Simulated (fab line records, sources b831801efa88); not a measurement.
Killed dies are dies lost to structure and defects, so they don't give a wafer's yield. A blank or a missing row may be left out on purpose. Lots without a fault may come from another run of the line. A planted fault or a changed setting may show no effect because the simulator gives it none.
Which tool did it? | flow sky130 | 6 lots, 18 wafers sampled, at 3 steps of a route of 708

WHAT THE GAUGES READ, wafer by wafer
SKY_VT_ADJUST_PCH_OVL_MEAS_07.
lot  | measured     | on         | VT_ADJUST_PCH_OVL (nm)
L160 | day 12 02:43 | overlay-01 | -0.1 0.8 -0.7
L163 | day 12 21:55 | overlay-02 | -0.6 0.5 0.3
L171 | day 15 12:04 | overlay-02 | -0.9 -1.7 -2.6
L173 | day 16 03:01 | overlay-01 | -1.2 -1.0 -0.1
L175 | day 16 14:21 | overlay-02 | -2.0 -2.5 -1.9
L178 | day 17 15:52 | overlay-01 | -1.0 0.3 -2.2

WHICH TOOL RAN EACH LOT (tool, then ch and the chambers of the sampled wafers, then the start)
lot  | SKY_NWELL_RTA_28                 | SKY_VT_ADJUST_PCH_EXPOSE_04
L160 | rtp_anneal-02 ch 0, day 6 15:55  | iline_stepper-02 ch 0, day 11 14:05
L163 | rtp_anneal-01 ch 0, day 7 07:17  | iline_stepper-01 ch 0, day 12 09:33
L171 | rtp_anneal-01 ch 0, day 9 07:49  | iline_stepper-02 ch 0, day 14 22:13
L173 | rtp_anneal-01 ch 0, day 9 20:31  | iline_stepper-02 ch 0, day 15 13:04
L175 | rtp_anneal-01 ch 0, day 10 04:47 | iline_stepper-02 ch 0, day 16 00:13
L178 | rtp_anneal-01 ch 0, day 11 00:35 | iline_stepper-02 ch 0, day 17 00:52
- SKY_NWELL_RTA_28: time 30 s.
- SKY_VT_ADJUST_PCH_EXPOSE_04: exposes mask NWM, target cd 840 nm.

THE ANSWER, worked out from the rows above alone
Rule: what is usual is taken from the lots themselves. Put in order of their means at a reading, lots are off if they are a third of the lots or fewer, leave a main group of 4 or more, and stand apart from it by a gap of 3 or more times the standard deviation of the main group's means; of several such gaps the widest counts. A main group whose means are all the same, to the digits that the tables above print for the reading, isn't used. A lot without any number at a reading at which 4 lots or more have one is off too. The other lots that the step has rows for count as sound.
No lot is off at any reading shown: from this, nothing can be told.

WHAT THE SIMULATOR HAD PUT IN
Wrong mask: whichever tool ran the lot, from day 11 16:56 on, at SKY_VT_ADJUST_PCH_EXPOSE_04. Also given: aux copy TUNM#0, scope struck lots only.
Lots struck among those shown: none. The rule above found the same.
